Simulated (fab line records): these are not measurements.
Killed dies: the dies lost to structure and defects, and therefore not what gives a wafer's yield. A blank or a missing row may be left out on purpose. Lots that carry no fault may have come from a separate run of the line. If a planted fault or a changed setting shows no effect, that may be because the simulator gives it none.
A struck lot beside a sound one + flow sky130 + 14 steps out of a route of 708
Sound: the wafers L116.2, L116.3, L116.4. Wafers struck: L126.1, L126.3, L126.4. At the end, the cause is stated.
Per side, at each step with rows, come the tool, then ch with its chambers, and then its first start. Under that, the readings that differ: sound wafers + struck wafers + difference of the means + sigmas: that difference in standard deviations of wafers without a fault.
alike: a reading whose means differ by less than 2 such deviations, as well as words and numbers matching on both sides. not compared: withheld readings; readings where some wafer has no value; bounds like >300 that might hide an equal value; numbers whose values overlap and for which the record gives no deviation.
The two part at a step that has a row with sigmas, a row that says differs or no value, or rows on one side only. Numbers that have no deviation but don't overlap get no sigmas and don't part them. A reading missing from all wafers of one side parts the sides only when that side holds two or more wafers.

first, 4 steps without rows for these wafers: SKY_VIA3_SOFTBAKE_08 (time 90 s); SKY_VIA3_EXPOSE_09 (exposes mask VIM3, target cd 200 nm); SKY_VIA3_PEB_10; SKY_VIA3_DEVELOP_11 (develop time 60 s).
SKY_VIA3_CD_MEAS_12: the cd target is 200 nm.
  struck on cd_sem-02, day 44 05:16; sound on cd_sem-01, day 41 01:02
  alike: cd_nm
SKY_VIA3_OVL_MEAS_13:
  struck on overlay-02, day 44 05:23; sound on overlay-01, day 41 01:08
  alike: VIA3_OVL
SKY_VIA3_ETCH_14: etches BARC in N2/H2, stops on SiO2, time 45.9 s, target depth 60 nm.
  sound on rie_diel-02 ch 0,1,2, day 41 01:10; struck on rie_diel-01 ch 0,2,3, day 44 05:26
  alike: drypump_motor_current_A, oes_product_au, throttle_valve_pct
  not compared: rf_hours_counter_h
SKY_VIA3_ETCH_15: etches SiO2 in C4F8/O2/Ar, stops on TiN, target depth 507 nm, time 78 s.
  sound on rie_diel-02 ch 0,1,2, day 41 01:13; struck on rie_diel-01 ch 0,2,3, day 44 05:28
  alike: oes_product_au
  not compared: rf_hours_counter_h
SKY_VIA3_STRIP_16: strips in O2/N2.
  sound on plasma_asher-01 ch 0,1, day 41 01:16; struck on plasma_asher-04 ch 0,1, day 44 05:32
  alike: drypump_motor_current_A, oes_product_au, strip_time_to_endpoint_s
  not compared: rf_hours_counter_h
then, 3 steps without rows for these wafers: SKY_VIA3_STRIP_17 (strips in post etch residue remover, time 1200 s); SKY_VIA3_CLEAN_18 (cleans in IPA, time 180 s); SKY_VIA3_CLEAN_19 (cleans in O3/DIW).
SKY_VIA3_SPUTTER_20: material TiN, target thk 20 nm, time 80 s.
  struck on pvd_sputter-03, day 44 06:07; sound on pvd_sputter-03, day 41 01:54
| reading                                  | sound             | struck            | difference | sigmas |
|------------------------------------------|-------------------|-------------------|------------|--------|
| model.TiN_of_VIA3_SPUTTER_20.thk_nm (nm) | 19.76 19.95 20.21 | 29.81 29.72 29.79 | +9.80      |        |
  alike: throttle_valve_pct
SKY_VIA3_CVD_21: deposits W, target thk 390 nm, time 117.31 s.
  sound on cvd_w-01 ch 0,1, day 41 01:58; struck on cvd_w-01 ch 0,1, day 44 06:11
  alike: chamber_pressure_Torr, heater_power_w

## WHERE THEY PART
Nowhere in this record.

WHY: what had been put in by the simulator
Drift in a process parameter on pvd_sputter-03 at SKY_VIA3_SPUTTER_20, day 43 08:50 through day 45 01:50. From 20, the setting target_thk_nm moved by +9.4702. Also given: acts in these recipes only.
